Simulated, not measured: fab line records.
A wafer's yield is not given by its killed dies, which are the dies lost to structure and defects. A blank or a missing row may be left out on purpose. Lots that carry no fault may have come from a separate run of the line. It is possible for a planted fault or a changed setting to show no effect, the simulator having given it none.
Problem report, 8D (eight disciplines) form, completed by code    flow gf180mcu    the parts of the form that need people (team, actions taken, sign-off) are left out

## 1. WHAT IS WRONG
Mean M2_ALCU_RS at GF_M2_RS_MEAS_05: 0.0569 ohm/sq over 6 wafers in 2 lots; fault-free wafers: 0.0696 ohm/sq, standard deviation 0.00051. Measured from the usual mean, that is -25 standard deviations.
The step: measures by four-point-probe.
First seen on wafer L881.2, day 23 07:26, on film metro-02. Wafers with a number at this step in the record: 27, from 9 lots. Rule for "out", or "out of limits": more than 4 standard deviations from the usual mean. All remaining wafers that have a number are taken as sound.

## 2. WHAT IT IS, WHAT IT ISN'T
question                     is                            is not
which readings at this step  M2_ALCU_RS                    -
which lots                   L881, L883                    L868, L872, L873, L878, L880, L884, L891
which wafers of those lots   all that have a number        -
read on which gauges         film metro-02, film metro-04  film metro-03
when                         from day 23 07:26             up to then (15 sound wafers); but 6 sound wafers of L884, L891 came after

## 3. THE SUSPECTS, EACH WITH WHAT RULES IT OUT
Counting: a tool at a process step up to the reading stays a suspect if it ran every lot that is out and no sound lot after the first of them.
- the gauge at GF_M2_RS_MEAS_05: ruled out. 2 gauges (film metro-02, film metro-04) read the wafers that are out.
- plasma asher-02 at GF_V1_STRIP_18 (strips in O2/N2): kept. It processed each lot that is out, first L881 at day 23 05:58, and no sound lot thereafter; up to then, the last sound lot it processed was L880 at day 22 15:34.
- pvd sputter-02 at GF_M2_SPUTTER_02 (material AlCu, target thk 450 nm, time 23.9 s): kept. It processed each lot that is out, first L881 at day 23 07:20, and no sound lot thereafter; up to then, the last sound lot it processed was L873 at day 19 23:00. Its own readings are out on those wafers: cathode dc power W.
The count leaves pvd sputter-02 at GF_M2_SPUTTER_02 and plasma asher-02 at GF_V1_STRIP_18.

## 4. THE CAUSE (what the simulator had put in)
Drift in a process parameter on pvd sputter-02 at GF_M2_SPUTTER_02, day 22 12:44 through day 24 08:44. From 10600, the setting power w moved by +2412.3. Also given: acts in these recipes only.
Counting leaves 2 suspects; this tool is one of them.

## 5. THE CHAIN OF EFFECTS, in route order
One row per reading whose mean, taken over the struck wafers that have a number, lies over 3 standard deviations from the usual. Only readings for which the record gives a usual standard deviation are gone through. hours: the time from each lot's start at the first step in this table that gives one to its start at this step, as a median over the lots. sigmas: the change in usual standard deviations.
hours  step                 reading             usual          on struck wafers  change   sigmas
0      GF_M2_SPUTTER_02     cathode dc power W  10600 W        13012             +2412    +99 or more
0      GF_M2_RS_MEAS_05     M2_ALCU_RS          0.0696 ohm/sq  0.0569            -0.0127  -25
2      GF_M2_THK_MEAS_06    M2_ALCU_THK         450 nm         551               +101     +28
22     GF_M2_METAL_ETCH_16  oes product au      0.990 a.u.     0.955             -0.035   -6.5
22     GF_M2_METAL_ETCH_16  throttle valve pct  28.229 %       28.271            +0.042   +4.2
The process steps in it:
- GF_M2_SPUTTER_02: material AlCu, target thk 450 nm, time 23.9 s.
- GF_M2_METAL_ETCH_16: etches the open film in Cl2/BCl3, stops on SiO2, target depth 750.8 nm, time 125.1 s.
Later steps that measure or inspect, where all struck wafers having a row at the step show a number for every such reading and not one has moved that far: GF_V2_OVL_MEAS_15.

## 6. WHAT WOULD HAVE CAUGHT IT SOONER
Counted from the fault's start at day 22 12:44, it took 19 hours until the first out-of-limits reading at a measuring or inspecting step in this record, taken at day 23 07:26.
Tool's own readings at GF_M2_SPUTTER_02, cathode dc power W: out on all struck wafers the step has rows for; an alarm limit on them would have tripped on the first.
Among the 2 lots that are out, L883 began GF_M2_SPUTTER_02 on pvd sputter-02 after day 23 07:26. A hold on the tool at that time would have spared it.
